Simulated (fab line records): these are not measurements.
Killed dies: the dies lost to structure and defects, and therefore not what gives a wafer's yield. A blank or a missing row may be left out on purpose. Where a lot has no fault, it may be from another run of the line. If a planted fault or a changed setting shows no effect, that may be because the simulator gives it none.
A single fault, viewed from 2 desks :: flow sky130 :: only its own numbers are on each desk; what lay behind them is given at the end

## AT THE METROLOGY DESK
Means of the sampled wafers that have a number, per lot and without regard to the tool the lot ran on: this is what the gauges read. The brackets show how far a lot's mean lies from the usual mean; more than 4 standard deviations puts the lot out of limits, marked OUT.
Columns: A = cdNm at SKY_METAL3_CD_MEAS_13, usual 300.1 nm; B = VIA4_BOW at SKY_VIA4_BOW_MEAS_03, usual 79 um
lot: L447
first seen here: day 39 10:23
A: 299.9
B: 76

lot: L448
first seen here: day 39 13:17
A: 300.9
B: 73

lot: L450
first seen here: day 40 05:35
A: 301.0
B: 79

lot: L451
first seen here: day 40 11:41
A: 300.4
B: 82

lot: L454
first seen here: day 41 00:53
A: 301.5
B: 71

lot: L457
first seen here: day 41 21:49
A: 299.2
B: 74

lot: L458
first seen here: day 42 09:31
A: 299.6
B: 82

lot: L462
first seen here: day 43 12:02
A: 299.4
B: 75

lot: L463
first seen here: day 43 16:22
A: 300.6
B: 66

lot: L464
first seen here: day 43 19:20
A: 300.9
B: 82

lot: L468
first seen here: day 45 01:17
A: 299.7
B: 73
This desk's verdict: no lot among the 11 shows anything out of limits.

## FOR THE TOOL OWNER'S DESK: cmp-02
The tool's own readings at SKY_VIA4_CMP_02 (polishes SiO2): means of the sampled wafers that have a number, for each lot that ran on this tool. The brackets show how far a lot's mean lies from the usual mean; more than 4 standard deviations puts the lot out of limits, marked OUT.
Columns: A = motorCurrentA at SKY_VIA4_CMP_02, usual 12.5 A
lot: L447
first seen here: day 42 14:40
A: 14.9

lot: L448
first seen here: day 42 19:06
A: 12.0

lot: L451
first seen here: day 43 15:50
A: 12.6

lot: L458
first seen here: day 45 12:14
A: 13.8

lot: L462
first seen here: day 46 10:28
A: 12.6

lot: L463
first seen here: day 46 15:12
A: 13.9

lot: L464
first seen here: day 46 17:08
A: 14.3
This desk's verdict: no lot among the 7 shows anything out of limits.

## ALL TOGETHER
From the metrology desk's view, nothing was out of limits.
The desk of the tool owner found nothing out of limits.

## WHAT THE SIMULATOR HAD INSERTED
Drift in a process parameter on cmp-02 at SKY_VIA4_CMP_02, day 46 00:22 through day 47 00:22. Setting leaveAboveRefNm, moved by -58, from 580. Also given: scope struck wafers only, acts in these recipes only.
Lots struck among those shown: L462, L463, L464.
